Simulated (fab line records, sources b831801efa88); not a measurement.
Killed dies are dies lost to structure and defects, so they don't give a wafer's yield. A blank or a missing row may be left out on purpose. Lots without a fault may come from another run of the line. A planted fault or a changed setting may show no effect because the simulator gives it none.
fab line records | flow sky130
record lots=5 wafers=15 last_day=50
route steps=708 shown CONTACT@428 METAL1@434 VIA1@458
lots that met no fault: from a run of the same line without faults
start_h: hours from the record's first day to the start of the lot's first wafer shown | wait_h: hours since the lot's step before | " the same as in the row above | L1.1+2: a row that stands for several wafers | - no value, or no start given | * or withheld: withheld | < > ~ a bound
route shown NAME@n: a module of which the file shows steps, and the number in the route of the first | usual: mean/standard deviation of fault-free wafers | same: alike in all rows | chamber/n: place in a boat | sites: the reading at each site | _std_site: their standard deviation | _edge_site: outer sites' mean less inner sites' | radius_mm: how far each site lies from the wafer's centre | mask NAME#n: copy n | behind: the tool/chamber that last shaped the wafer | hold: why the lot was held/for how many hours/how that ended | device: the transistor (n, p or np) that didn't switch | end of line: the same wafers' tests at the end of the route | a step without rows: its recipe alone | killed: dies lost to structure and defects at the first sort, not the wafer's yield | map: a wafer's dies, x killed, . not, _ none there
set.NAME: the setting as run; set.NAME@STEP: as run at that earlier step | model.NAME: the simulator's own value behind a step, which no gauge read
lots at some steps of the route; a table a step, a row a wafer
services: from which hour (start_h, from the record's first day; less than 0 if before it) a tool's chamber was out of use, for how many hours, and why
## steps
# step SKY_CONTACT_CLEAN_22
# recipe chemistry=O3/DIW dry=n2_spin
# columns lot.wafer tool chamber start_h wait_h
L075.2+3+6 wet_bench-04 2 756.09 0.0
L084.1+2+5 wet_bench-01 2 832.28 0.0
L087.3+5+6 wet_bench-04 1 859.67 0.0
L090.1+3+6 wet_bench-04 1 884.24 0.0
L093.4+5+6 wet_bench-04 1 910.19 0.0
# step SKY_CONTACT_SPUTTER_23
# recipe material=TiN target_thk_nm=20 chamber_pressure_pa=5 power_w=4000 time_s=80
# usual throttle_valve_pct=29.8/1
# columns lot.wafer tool chamber start_h wait_h throttle_valve_pct
L075.2 pvd_sputter-03 - 756.20 0.0 29.3
L075.3 " - " " 28.9
L075.6 " - " " 28.8
L084.1 pvd_sputter-03 - 832.37 0.0 29.1
L084.2 " - " " 29.1
L084.5 " - " " 29.1
L087.3 pvd_sputter-01 - 859.77 0.0 31.1
L087.5 " - " " 29.7
L087.6 " - " " 31.1
L090.1 pvd_sputter-03 - 884.34 0.0 28.5
L090.3 " - " " 29.0
L090.6 " - " " 29.0
L093.4 pvd_sputter-04 - 910.28 0.0 29.5
L093.5 " - " " 30.5
L093.6 " - " " 30.9
# step SKY_CONTACT_CVD_24
# recipe material=W target_thk_nm=340 time_s=102.12 temp_c=400 pressure_torr=40
# usual heater_power_outer_w=479/20 heater_power_w=776/52
# columns lot.wafer tool chamber start_h wait_h heater_power_outer_w heater_power_w
L075.2 cvd_w-01 0 756.26 0.0 453 709
L075.3 " 0 " " 469 721
L075.6 " 0 " " 466 733
L084.1 cvd_w-02 1 832.43 0.0 503 833
L084.2 " 1 " " 504 827
L084.5 " 1 " " 518 832
L087.3 cvd_w-01 1 859.86 0.1 471 820
L087.5 " 1 " " 457 797
L087.6 " 0 " " 459 707
L090.1 cvd_w-01 1 884.40 0.0 475 808
L090.3 " 0 " " 477 722
L090.6 " 0 " " 468 723
L093.4 cvd_w-01 1 910.38 0.1 465 819
L093.5 " 1 " " 457 813
L093.6 " 0 " " 466 725
# step SKY_CONTACT_RS_MEAS_25
# recipe thk_meas_gauge=four-point-probe reads=W_of_CONTACT_CVD_24+TiN_of_CONTACT_SPUTTER_23
# usual CONTACT_W_RS=0.341/0.0032
# columns lot.wafer tool chamber start_h wait_h CONTACT_W_RS[ohm/sq]
L075.2 film_metro-03 - 756.39 0.1 0.339
L075.3 " - " " 0.340
L075.6 " - " " 0.342
L084.1 film_metro-02 - 832.65 0.2 0.339
L084.2 " - " " 0.343
L084.5 " - " " 0.347
L087.3 film_metro-03 - 859.98 0.1 0.344
L087.5 " - " " 0.344
L087.6 " - " " 0.342
L090.1 film_metro-01 - 884.51 0.1 0.344
L090.3 " - " " 0.341
L090.6 " - " " 0.340
L093.4 film_metro-03 - 910.51 0.1 0.348
L093.5 " - " " 0.342
L093.6 " - " " 0.337
# step SKY_CONTACT_THK_MEAS_26
# recipe thk_meas_gauge=xrf reads=W_of_CONTACT_CVD_24
# usual CONTACT_W_THK=330/4.6
# columns lot.wafer tool chamber start_h wait_h CONTACT_W_THK[nm]
L075.2 film_metro-03 - 756.50 0.1 329
L075.3 " - " " 325
L075.6 " - " " 324
L084.1 film_metro-02 - 832.77 0.1 336
L084.2 " - " " 332
L084.5 " - " " 328
L087.3 film_metro-03 - 860.08 0.1 322
L087.5 " - " " 321
L087.6 " - " " 324
L090.1 film_metro-01 - 884.63 0.1 328
L090.3 " - " " 331
L090.6 " - " " 331
L093.4 film_metro-03 - 910.60 0.1 317
L093.5 " - " " 325
L093.6 " - " " 327
# step SKY_CONTACT_CMP_27
# recipe stop_on=SiO2 t_overpolish_s=15 down_force_psi=3.5 platen_rpm=60 target_thk_nm=0 pad_velocity_m_s=0.94248
# usual head_pressure_psi=3.500/0.0079 motor_current_A=11.2/1.6 overpolish_run_s=15.001/0.0093 slurry_filter_dp_kPa=13.49/0.13 slurry_flow_ml_min=150.0/0.53 time_to_endpoint_s=82/3.4
# columns lot.wafer tool chamber start_h wait_h head_pressure_psi motor_current_A overpolish_run_s slurry_filter_dp_kPa slurry_flow_ml_min time_to_endpoint_s
L075.2 cmp-01 2 756.60 0.1 3.497 15.2 15.007 13.44 150.0 81
L075.3 " 0 " " 3.510 10.7 15.009 13.43 149.8 80
L075.6 " 2 " " 3.507 14.3 15.006 13.56 149.8 76
L084.1 cmp-02 0 832.88 0.1 3.492 9.8 14.994 13.56 149.3 85
L084.2 " 1 " " 3.500 12.8 15.003 13.41 149.6 82
L084.5 " 0 " " 3.503 10.3 14.981 13.36 149.0 83
L087.3 cmp-02 3 860.12 0.0 3.503 10.5 14.992 13.28 150.3 86
L087.5 " 3 " " 3.480 10.1 14.996 13.41 150.8 87
L087.6 " 0 " " 3.507 10.1 15.003 13.18 150.7 86
L090.3 cmp-01 3 884.74 0.1 3.516 9.1 15.005 13.62 149.7 77
L090.1 " 0 " " 3.498 11.0 15.012 13.48 151.0 78
L090.6 " 3 " " 3.500 8.3 15.004 13.30 149.2 80
L093.4 cmp-02 1 910.68 0.1 3.498 12.3 15.006 13.41 149.5 85
L093.5 " 0 " " 3.493 9.4 14.993 13.48 148.8 85
L093.6 " 1 " " 3.495 12.3 15.000 13.39 150.0 85
# step SKY_METAL1_SPUTTER_00
# recipe material=Ti target_thk_nm=15 power_w=3000 time_s=10 chamber_pressure_pa=0.4
# usual throttle_valve_pct=30.0/0.94
# columns lot.wafer tool chamber start_h wait_h throttle_valve_pct
L075.2 pvd_sputter-02 - 756.85 0.2 31.0
L075.3 " - " " 28.9
L075.6 " - " " 28.6
L084.1 pvd_sputter-02 - 833.13 0.2 31.1
L084.2 " - " " 28.6
L084.5 " - " " 28.6
L087.3 pvd_sputter-02 - 860.42 0.2 30.9
L087.5 " - " " 28.5
L087.6 " - " " 31.3
L090.1 pvd_sputter-04 - 884.99 0.1 31.0
L090.3 " - " " 29.6
L090.6 " - " " 29.5
L093.4 pvd_sputter-01 - 910.93 0.2 28.8
L093.5 " - " " 29.9
L093.6 " - " " 29.4
# step SKY_METAL1_SPUTTER_01
# recipe material=TiN target_thk_nm=20 power_w=6500 time_s=16.7 chamber_pressure_pa=0.4
# usual throttle_valve_pct=29.9/0.96
# columns lot.wafer tool chamber start_h wait_h throttle_valve_pct
L075.2 pvd_sputter-02 - 756.87 0.0 31.0
L075.3 " - " " 28.8
L075.6 " - " " 28.5
L084.1 pvd_sputter-02 - 833.15 0.0 31.1
L084.2 " - " " 28.4
L084.5 " - " " 28.4
L087.3 pvd_sputter-02 - 860.44 0.0 31.1
L087.5 " - " " 28.6
L087.6 " - " " 31.1
L090.1 pvd_sputter-04 - 885.01 0.0 30.8
L090.3 " - " " 29.5
L090.6 " - " " 29.8
L093.4 pvd_sputter-01 - 910.96 0.0 28.8
L093.5 " - " " 29.6
L093.6 " - " " 29.6
# step SKY_METAL1_SPUTTER_02
# recipe material=AlCu target_thk_nm=250 power_w=10600 time_s=13.3 chamber_pressure_pa=0.4
# usual throttle_valve_pct=29.9/0.94
# columns lot.wafer tool chamber start_h wait_h throttle_valve_pct
L075.2 pvd_sputter-02 - 756.89 0.0 30.9
L075.3 " - " " 28.9
L075.6 " - " " 28.6
L084.1 pvd_sputter-02 - 833.18 0.0 31.1
L084.2 " - " " 28.5
L084.5 " - " " 28.7
L087.3 pvd_sputter-02 - 860.46 0.0 30.9
L087.5 " - " " 28.8
L087.6 " - " " 30.8
L090.1 pvd_sputter-04 - 885.04 0.0 31.0
L090.3 " - " " 29.3
L090.6 " - " " 29.3
L093.4 pvd_sputter-01 - 910.98 0.0 28.6
L093.5 " - " " 29.9
L093.6 " - " " 29.7
# step SKY_METAL1_SPUTTER_03
# recipe material=Ti target_thk_nm=5 power_w=3000 time_s=3.3 chamber_pressure_pa=0.4
# usual throttle_valve_pct=30.0/0.92
# columns lot.wafer tool chamber start_h wait_h throttle_valve_pct
L075.2 pvd_sputter-02 - 756.92 0.0 31.2
L075.3 " - " " 28.9
L075.6 " - " " 28.7
L084.1 pvd_sputter-02 - 833.20 0.0 31.1
L084.2 " - " " 28.6
L084.5 " - " " 28.6
L087.3 pvd_sputter-02 - 860.49 0.0 31.0
L087.5 " - " " 28.6
L087.6 " - " " 30.8
L090.1 pvd_sputter-04 - 885.06 0.0 31.0
L090.3 " - " " 29.5
L090.6 " - " " 29.7
L093.4 pvd_sputter-01 - 911.01 0.0 28.6
L093.5 " - " " 30.1
L093.6 " - " " 29.6
# step SKY_METAL1_SPUTTER_04
# recipe material=TiN target_thk_nm=70 power_w=6500 time_s=58.3 chamber_pressure_pa=0.4
# usual throttle_valve_pct=30.0/0.92
# columns lot.wafer tool chamber start_h wait_h throttle_valve_pct
L075.2 pvd_sputter-02 - 756.94 0.0 31.1
L075.3 " - " " 28.7
L075.6 " - " " 28.7
L084.1 pvd_sputter-02 - 833.22 0.0 31.0
L084.2 " - " " 28.7
L084.5 " - " " 28.7
L087.3 pvd_sputter-02 - 860.51 0.0 31.1
L087.5 " - " " 28.8
L087.6 " - " " 31.1
L090.1 pvd_sputter-04 - 885.08 0.0 30.9
L090.3 " - " " 29.7
L090.6 " - " " 29.7
L093.4 pvd_sputter-01 - 911.02 0.0 28.6
L093.5 " - " " 29.7
L093.6 " - " " 29.6
# step SKY_METAL1_RS_MEAS_05
# recipe thk_meas_gauge=four-point-probe reads=TiN_of_METAL1_SPUTTER_04+Ti_of_METAL1_SPUTTER_03+AlCu_of_METAL1_SPUTTER_02+TiN_of_METAL1_SPUTTER_01+Ti_of_METAL1_SPUTTER_00
# usual METAL1_ALCU_RS=0.1272/0.0016
# columns lot.wafer tool chamber start_h wait_h METAL1_ALCU_RS[ohm/sq]
L075.2 film_metro-04 - 757.01 0.0 0.1255
L075.3 " - " " 0.1252
L075.6 " - " " 0.1285
L084.1 film_metro-03 - 833.27 0.0 0.1266
L084.2 " - " " 0.1261
L084.5 " - " " 0.1258
L087.3 film_metro-03 - 860.60 0.1 0.1307
L087.5 " - " " 0.1302
L087.6 " - " " 0.1291
L090.1 film_metro-03 - 885.13 0.0 0.1285
L090.3 " - " " 0.1285
L090.6 " - " " 0.1310
L093.4 film_metro-02 - 911.13 0.1 0.1263
L093.5 " - " " 0.1245
L093.6 " - " " 0.1263
# step SKY_METAL1_THK_MEAS_06
# recipe thk_meas_gauge=xrf reads=AlCu_of_METAL1_SPUTTER_02
# usual METAL1_ALCU_THK=249/3.4
# columns lot.wafer tool chamber start_h wait_h METAL1_ALCU_THK[nm]
L075.2 film_metro-04 - 757.12 0.1 254
L075.3 " - " " 254
L075.6 " - " " 248
L084.1 film_metro-03 - 833.39 0.1 250
L084.2 " - " " 252
L084.5 " - " " 252
L087.3 film_metro-03 - 860.70 0.1 242
L087.5 " - " " 243
L087.6 " - " " 247
L090.1 film_metro-03 - 885.25 0.1 244
L090.3 " - " " 245
L090.6 " - " " 243
L093.4 film_metro-02 - 911.22 0.1 252
L093.5 " - " " 254
L093.6 " - " " 250
# step SKY_METAL1_DEHYDRATE_07
# recipe temp_c=200 time_s=60
# usual heater_power_total_W=160.38/0.12
# columns lot.wafer tool chamber start_h wait_h heater_power_total_W
L075.2 litho_track-03 0 770.43 13.3 160.38
L075.3 " 0 " " 160.45
L075.6 " 0 " " 160.23
L084.1 litho_track-03 0 846.25 12.9 160.56
L084.2 " 0 " " 160.41
L084.5 " 0 " " 160.45
L087.3 litho_track-01 0 872.98 12.3 160.21
L087.5 " 0 " " 160.29
L087.6 " 0 " " 160.22
L090.1 litho_track-04 0 897.58 12.3 160.20
L090.3 " 0 " " 160.42
L090.6 " 0 " " 160.32
L093.4 litho_track-04 0 923.51 12.3 160.66
L093.5 " 0 " " 160.27
L093.6 " 0 " " 160.38
# step SKY_METAL1_HMDS_08
# recipe prime_time_s=60 prime_temp_c=120
# columns lot.wafer tool chamber start_h wait_h
L075.2+3+6 litho_track-03 0 770.58 0.1
L084.1+2+5 litho_track-03 0 846.40 0.1
L087.3+5+6 litho_track-01 0 873.13 0.1
L090.1+3+6 litho_track-04 0 897.73 0.1
L093.4+5+6 litho_track-04 0 923.66 0.1
# step SKY_METAL1_COAT_09
# recipe resist=BARC temp_c=withheld time_s=withheld spin_rpm=3000 resist_thk_nm=60
# columns lot.wafer tool chamber start_h wait_h
L075.2+3+6 litho_track-03 0 770.73 0.1
L084.1+2+5 litho_track-03 0 846.55 0.1
L087.3+5+6 litho_track-01 0 873.28 0.1
L090.1+3+6 litho_track-04 0 897.88 0.1
L093.4+5+6 litho_track-04 0 923.81 0.1
# step SKY_METAL1_COAT_10
# recipe resist=KrF-thick spin_rpm=3000 resist_thk_nm=450
# columns lot.wafer tool chamber start_h wait_h
L075.2+3+6 litho_track-03 0 - -
L084.1+2+5 litho_track-03 0 - -
L087.3+5+6 litho_track-01 0 - -
L090.1+3+6 litho_track-04 0 - -
L093.4+5+6 litho_track-04 0 - -
# step SKY_METAL1_SOFTBAKE_11
# recipe temp_c=100 time_s=90 resist=KrF-thick
# usual heater_power_total_W=57.35/0.12
# columns lot.wafer tool chamber start_h wait_h heater_power_total_W
L075.2 litho_track-03 0 - - 57.31
L075.3 " 0 " " 57.29
L075.6 " 0 " " 57.28
L084.1 litho_track-03 0 - - 57.19
L084.2 " 0 " " 57.26
L084.5 " 0 " " 57.24
L087.3 litho_track-01 0 - - 57.46
L087.5 " 0 " " 57.50
L087.6 " 0 " " 57.46
L090.1 litho_track-04 0 - - 57.42
L090.3 " 0 " " 57.27
L090.6 " 0 " " 57.17
L093.4 litho_track-04 0 - - 57.16
L093.5 " 0 " " 57.36
L093.6 " 0 " " 57.17
# step SKY_METAL1_EXPOSE_12
# recipe mask_id=MM1 na=0.8 source_shape=annular sigma_inner=0.55 sigma_outer=0.85 target_cd_nm=140 dose_mj=28
# same sigma_inner=0.55
# columns lot.wafer tool chamber start_h wait_h mask
L075.2+3+6 krf_scanner-02 0 - - MM1#0
L084.1+2+5 krf_scanner-02 0 - - MM1#0
L087.3+5+6 krf_scanner-02 0 - - MM1#0
L090.1+3+6 krf_scanner-02 0 - - MM1#0
L093.4+5+6 krf_scanner-01 0 - - MM1#0
# step SKY_METAL1_PEB_13
# recipe peb_temp_c=withheld peb_time_s=withheld resist=KrF-thick
# columns lot.wafer tool chamber start_h wait_h
L075.2+3+6 litho_track-01 0 - -
L084.1+2+5 litho_track-01 0 - -
L087.3+5+6 litho_track-01 0 - -
L090.1+3+6 litho_track-03 0 - -
L093.4+5+6 litho_track-01 0 - -
# step SKY_METAL1_DEVELOP_14
# recipe develop_time_s=60 resist=KrF-thick dev_temp_c=21
# columns lot.wafer tool chamber start_h wait_h
L075.2+3+6 litho_track-01 0 - -
L084.1+2+5 litho_track-01 0 - -
L087.3+5+6 litho_track-01 0 - -
L090.1+3+6 litho_track-03 0 - -
L093.4+5+6 litho_track-01 0 - -
# step SKY_METAL1_CD_MEAS_15
# recipe target_cd_nm=140
# usual cd_nm=140.2/1.3
# columns lot.wafer tool chamber start_h wait_h cd_nm
L075.2 cd_sem-02 - 784.55 - 141.1
L075.3 " - " " 139.8
L075.6 " - " " 139.9
L084.1 cd_sem-01 - 860.53 - 140.3
L084.2 " - " " 138.6
L084.5 " - " " 139.6
L087.3 cd_sem-01 - 886.97 - 139.0
L087.5 " - " " 138.4
L087.6 " - " " 140.3
L090.1 cd_sem-01 - 911.30 - 139.0
L090.3 " - " " 138.3
L090.6 " - " " 138.2
L093.4 cd_sem-02 - 936.84 - 138.3
L093.5 " - " " 138.7
L093.6 " - " " 139.5
# step SKY_METAL1_OVL_MEAS_16
# usual METAL1_OVL=-6/5.5
# columns lot.wafer tool chamber start_h wait_h METAL1_OVL[nm]
L075.2 overlay-02 - 784.65 0.1 1
L075.3 " - " " 3
L075.6 " - " " -9
L084.1 overlay-02 - 860.65 0.1 5
L084.2 " - " " 0
L084.5 " - " " 4
L087.3 overlay-02 - 887.06 0.1 0
L087.5 " - " " -5
L087.6 " - " " 2
L090.1 overlay-01 - 911.42 0.1 -5
L090.3 " - " " -5
L090.6 " - " " -6
L093.4 overlay-01 - 936.91 0.1 -1
L093.5 " - " " -8
L093.6 " - " " -8
# step SKY_METAL1_DESCUM_17
# recipe chemistry=O2 source_power_w=150 bias_power_w=0 pressure_mtorr=10 temp_c=40 time_s=8
# usual drypump_motor_current_A=5.4/0.44 oes_product_au=1.001/0.011
# columns lot.wafer tool chamber start_h wait_h drypump_motor_current_A oes_product_au rf_hours_counter_h
L075.2 rie_metal-04 1 784.68 0.0 4.7 0.995 7
L075.3 " 0 " " 5.8 0.997 -
L075.6 " 1 " " 4.8 0.984 -
L084.1 rie_metal-01 0 860.68 0.0 5.1 0.993 3
L084.2 " 0 " " 5.1 1.005 -
L084.5 " 0 " " 5.1 1.003 -
L087.3 rie_metal-03 1 887.09 0.0 5.3 1.004 -
L087.5 " 1 " " 5.3 0.991 -
L087.6 " 0 " " 5.4 1.011 -
L090.1 rie_metal-01 1 911.46 0.0 6.1 0.992 8
L090.3 " 0 " " 5.1 1.010 -
L090.6 " 1 " " 6.1 1.006 -
L093.4 rie_metal-03 0 936.94 0.0 5.4 1.009 -
L093.5 " 0 " " 5.4 1.006 -
L093.6 " 1 " " 5.3 0.993 -
# step SKY_METAL1_ETCH_18
# recipe chemistry=N2/H2 target=BARC ion_energy_ev=200 bias_w=100 pressure_mtorr=30 n2_flow_sccm=100 h2_flow_sccm=200 icp_w=500 stop_on=SiO2 time_s=45.9 target_depth_a=600
# usual drypump_motor_current_A=5.4/0.44 oes_product_au=0.854/0.0047 throttle_valve_pct=13.223/0.0083
# columns lot.wafer tool chamber start_h wait_h drypump_motor_current_A oes_product_au rf_hours_counter_h throttle_valve_pct
L075.2 rie_metal-04 1 784.71 0.0 4.8 0.857 7 13.217
L075.3 " 0 " " 5.8 0.849 - 13.215
L075.6 " 1 " " 4.7 0.852 - 13.218
L084.1 rie_metal-01 0 860.75 0.1 5.1 0.857 3 13.220
L084.2 " 0 " " 5.1 0.855 - 13.224
L084.5 " 0 " " 5.1 0.859 - 13.217
L087.3 rie_metal-03 1 887.14 0.0 5.3 0.858 - 13.222
L087.5 " 1 " " 5.3 0.853 - 13.208
L087.6 " 0 " " 5.4 0.846 - 13.210
L090.1 rie_metal-01 1 911.49 0.0 6.1 0.853 8 13.228
L090.3 " 0 " " 5.1 0.851 - 13.225
L090.6 " 1 " " 6.2 0.847 - 13.227
L093.4 rie_metal-03 0 936.99 0.0 5.3 0.851 - 13.221
L093.5 " 0 " " 5.4 0.853 - 13.229
L093.6 " 1 " " 5.3 0.849 - 13.218
# step SKY_METAL1_METAL_ETCH_19
# recipe target_depth_a=3600 stop_on=SiO2 over_etch_frac=0.3 time_s=78 chemistry=Cl2/BCl3 resist_sidewall_deg=88 pressure_mtorr=10 icp_w=900 bias_w=48.5 Cl2_flow_sccm=60 bcl3_flow_sccm=30
# usual drypump_motor_current_A=5.4/0.44 oes_product_au=0.854/0.0066 throttle_valve_pct=22.265/0.009
# columns lot.wafer tool chamber start_h wait_h drypump_motor_current_A oes_product_au rf_hours_counter_h throttle_valve_pct
L075.2 rie_metal-04 1 784.78 0.0 4.7 0.863 7 22.249
L075.3 " 0 " " 5.8 0.853 - 22.268
L075.6 " 1 " " 4.7 0.850 - 22.260
L084.1 rie_metal-01 0 860.87 0.1 5.1 0.860 3 22.264
L084.2 " 0 " " 5.1 0.851 - 22.251
L084.5 " 0 " " 5.1 0.852 - 22.249
L087.3 rie_metal-03 1 887.21 0.1 5.3 0.842 - 22.249
L087.5 " 1 " " 5.3 0.845 - 22.262
L087.6 " 0 " " 5.4 0.850 - 22.258
L090.1 rie_metal-01 1 911.55 0.0 6.2 0.852 8 22.277
L090.3 " 0 " " 5.1 0.847 - 22.257
L090.6 " 1 " " 6.2 0.845 - 22.255
L093.4 rie_metal-03 0 937.06 0.1 5.4 0.853 - 22.253
L093.5 " 0 " " 5.4 0.862 - 22.246
L093.6 " 1 " " 5.3 0.858 - 22.268
# step SKY_METAL1_STRIP_20
# recipe chemistry=O2/N2 power_w=1400 pressure_mtorr=1500 platen_temp_c=withheld o2_flow_sccm=3000 n2_flow_sccm=300 overash_fraction=0.5
# usual drypump_motor_current_A=5.2/0.33 oes_product_au=0.343/0.0054 strip_time_to_endpoint_s=2.70/0.056
# columns lot.wafer tool chamber start_h wait_h drypump_motor_current_A oes_product_au rf_hours_counter_h strip_time_to_endpoint_s
L075.2 plasma_asher-01 0 784.87 0.1 5.7 0.348 97 2.77
L075.3 " 0 " " 5.7 0.348 - 2.76
L075.6 " 1 " " 4.8 0.348 - 2.75
L084.1 plasma_asher-01 1 861.05 0.1 4.8 0.349 105 2.71
L084.2 " 0 " " 5.7 0.344 105 2.68
L084.5 " 0 " " 5.7 0.351 - 2.71
L087.3 plasma_asher-01 1 887.30 0.1 4.9 0.340 - 2.67
L087.5 " 1 " " 4.9 0.341 - 2.66
L087.6 " 0 " " 5.7 0.337 - 2.52
L090.1 plasma_asher-02 0 911.64 0.1 5.1 0.345 79 2.67
L090.3 " 1 " " 5.6 0.339 - 2.65
L090.6 " 1 " " 5.6 0.346 - 2.70
L093.4 plasma_asher-02 1 937.15 0.1 5.6 0.332 - 2.63
L093.5 " 0 " " 5.1 0.340 - 2.63
L093.6 " 1 " " 5.6 0.344 - 2.71
# step SKY_METAL1_STRIP_21
# recipe chemistry=post_etch_residue_remover time_s=1200 temp_c=72.5
# columns lot.wafer tool chamber start_h wait_h
L075.2+3+6 wet_bench-02 3 784.97 0.1
L084.1+2+5 wet_bench-02 2 861.15 0.1
L087.3+5+6 wet_bench-04 2 887.37 0.0
L090.1+3+6 wet_bench-04 3 911.74 0.1
L093.4+5+6 wet_bench-04 2 937.22 0.0
# step SKY_METAL1_CLEAN_22
# recipe chemistry=IPA time_s=180 temp_c=25
# columns lot.wafer tool chamber start_h wait_h
L075.2+3+6 wet_bench-03 2 785.31 0.0
L084.1+2+5 wet_bench-03 1 861.49 0.0
L087.3+5+6 wet_bench-03 2 887.74 0.0
L090.1+3+6 wet_bench-03 0 912.09 0.0
L093.4+5+6 wet_bench-02 3 937.66 0.0
# step SKY_METAL1_CLEAN_23
# recipe chemistry=O3/DIW dry=n2_spin
# columns lot.wafer tool chamber start_h wait_h
L075.2+3+6 wet_bench-04 0 785.37 0.0
L084.1+2+5 wet_bench-02 2 861.55 0.0
L087.3+5+6 wet_bench-02 1 887.80 0.0
L090.1+3+6 wet_bench-02 1 912.15 0.0
L093.4+5+6 wet_bench-03 1 937.73 0.0
# step SKY_VIA1_HDPCVD_00
# recipe material=SiO2 target_thk_nm=1030 sigma_open_frac=0.3 time_s=171.7 temp_c=400 sih4_flow_sccm=60 pressure_mtorr=6
# columns lot.wafer tool chamber start_h wait_h
L075.2+3+6 hdpcvd-02 0,1,2 785.47 0.0
L084.1+2+5 hdpcvd-02 2,0,1 861.64 0.0
L087.3+5+6 hdpcvd-01 0,2,0 887.89 0.0
L090.1+3+6 hdpcvd-01 1,0,0 912.24 0.0
L093.4+5+6 hdpcvd-02 2,0,1 937.88 0.1
# step SKY_VIA1_THK_MEAS_01
# recipe reads=SiO2_of_VIA1_HDPCVD_00
# usual VIA1_HDPCVD_THK=1033/11
# columns lot.wafer tool chamber start_h wait_h VIA1_HDPCVD_THK[nm]
L075.2 film_metro-04 - 785.59 0.1 1029
L075.3 " - " " 1037
L075.6 " - " " 1035
L084.1 film_metro-02 - 861.76 0.1 1029
L084.2 " - " " 1020
L084.5 " - " " 1047
L087.3 film_metro-01 - 888.02 0.1 1031
L087.5 " - " " 1021
L087.6 " - " " 1026
L090.1 film_metro-04 - 912.35 0.1 1022
L090.3 " - " " 1027
L090.6 " - " " 1038
L093.4 film_metro-01 - 937.97 0.0 1037
L093.5 " - " " 1035
L093.6 " - " " 1051
# step SKY_VIA1_CMP_02
# recipe material=SiO2 down_force_psi=4 platen_rpm=60 pad_velocity_m_s=0.94248
# usual head_pressure_psi=4.001/0.0097 motor_current_A=12.1/1.5 slurry_filter_dp_kPa=13.51/0.13 slurry_flow_ml_min=150.0/0.46
# columns lot.wafer tool chamber start_h wait_h head_pressure_psi motor_current_A slurry_filter_dp_kPa slurry_flow_ml_min
L075.3 cmp-02 3 785.64 0.0 4.013 11.1 13.52 149.7
L075.2 " 0 " " 3.999 11.3 13.41 150.3
L075.6 " 0 " " 3.996 10.7 13.62 150.5
L084.1 cmp-01 0 861.92 0.1 4.005 11.4 13.46 150.0
L084.2 " 1 " " 3.998 13.4 13.37 150.2
L084.5 " 2 " " 3.999 16.1 13.69 149.8
L087.3 cmp-01 2 888.06 0.0 3.987 15.7 13.40 149.8
L087.6 " 2 " " 3.995 14.9 13.34 150.5
L087.5 " 3 " " 4.003 10.1 13.73 150.6
L090.3 cmp-02 2 912.45 0.1 4.015 11.6 13.58 150.3
L090.1 " 3 " " 4.006 10.8 13.47 149.4
L090.6 " 3 " " 4.004 11.8 13.89 149.8
L093.4 cmp-01 3 938.10 0.1 4.013 9.6 13.49 150.3
L093.5 " 1 " " 4.013 13.3 13.52 149.5
L093.6 " 2 " " 4.000 15.5 13.42 149.7
# step SKY_VIA1_BOW_MEAS_03
# recipe mode=bow
# usual VIA1_BOW=83/8.4
# columns lot.wafer tool chamber start_h wait_h VIA1_BOW[um]
L075.2 film_metro-01 - 785.96 0.2 86
L075.3 " - " " 69
L075.6 " - " " 75
L084.1 film_metro-02 - 862.12 0.1 85
L084.2 " - " " 83
L084.5 " - " " 77
L087.3 film_metro-01 - 888.40 0.3 79
L087.5 " - " " 82
L087.6 " - " " 78
L090.1 film_metro-01 - 912.75 0.2 78
L090.3 " - " " 83
L090.6 " - " " 77
L093.4 film_metro-04 - 938.36 0.2 94
L093.5 " - " " 82
L093.6 " - " " 83
# step SKY_VIA1_DEHYDRATE_04
# recipe temp_c=200 time_s=60
# usual heater_power_total_W=160.38/0.12
# columns lot.wafer tool chamber start_h wait_h heater_power_total_W
L075.2 litho_track-01 0 799.25 13.3 160.51
L075.3 " 0 " " 160.22
L075.6 " 0 " " 160.32
L084.1 litho_track-01 0 874.68 12.5 160.15
L084.2 " 0 " " 160.23
L084.5 " 0 " " 160.28
L087.3 litho_track-03 0 900.05 11.6 160.37
L087.5 " 0 " " 160.49
L087.6 " 0 " " 160.45
L090.1 litho_track-02 0 925.02 12.3 160.42
L090.3 " 0 " " 160.25
L090.6 " 0 " " 160.49
L093.4 litho_track-01 0 950.35 12.0 160.25
L093.5 " 0 " " 160.26
L093.6 " 0 " " 160.22
# step SKY_VIA1_HMDS_05
# recipe prime_time_s=60 prime_temp_c=120
# columns lot.wafer tool chamber start_h wait_h
L075.2+3+6 litho_track-01 0 799.40 0.1
L084.1+2+5 litho_track-01 0 874.83 0.1
L087.3+5+6 litho_track-03 0 900.20 0.1
L090.1+3+6 litho_track-02 0 925.17 0.1
L093.4+5+6 litho_track-01 0 950.50 0.1
# step SKY_VIA1_COAT_06
# recipe resist=BARC temp_c=withheld time_s=withheld spin_rpm=3000 resist_thk_nm=60
# columns lot.wafer tool chamber start_h wait_h
L075.2+3+6 litho_track-01 0 799.55 0.1
L084.1+2+5 litho_track-01 0 874.98 0.1
L087.3+5+6 litho_track-03 0 900.35 0.1
L090.1+3+6 litho_track-02 0 925.32 0.1
L093.4+5+6 litho_track-01 0 950.65 0.1
# step SKY_VIA1_COAT_07
# recipe resist=KrF-thick spin_rpm=3000 resist_thk_nm=450
# columns lot.wafer tool chamber start_h wait_h
L075.2+3+6 litho_track-01 0 - -
L084.1+2+5 litho_track-01 0 - -
L087.3+5+6 litho_track-03 0 - -
L090.1+3+6 litho_track-02 0 - -
L093.4+5+6 litho_track-01 0 - -
## services
# columns tool chamber start_h hours kind
cmp-01 - 741.06 4.6 pm
cmp-02 - 744.04 4.0 pm
cmp-01 - 747.75 0.6 repair
cmp-02 - 751.67 0.9 repair
wet_bench-02 - 763.78 1.9 pm
cmp-01 - 777.48 1.3 repair
krf_scanner-02 - 778.70 4.4 pm
cmp-01 - 780.97 1.6 repair
cmp-02 - 814.63 1.1 repair
pvd_sputter-02 - 828.43 2.8 repair
wet_bench-02 - 835.45 2.7 repair
pvd_sputter-02 - 835.56 3.0 repair
cmp-02 - 838.21 3.4 repair
wet_bench-04 - 844.44 1.9 pm
rie_metal-01 1 845.90 17.6 repair
rie_metal-03 1 847.98 2.7 repair
rie_metal-03 - 858.47 4.3 pm
cmp-01 - 860.10 0.2 repair
pvd_sputter-01 - 865.98 2.0 repair
rie_metal-03 0 870.87 7.6 repair
cmp-01 - 912.00 4.0 pm
rie_metal-01 - 920.99 2.8 pm
cmp-01 - 926.94 4.5 pm
cmp-01 - 931.99 0.6 repair
## key
fault none
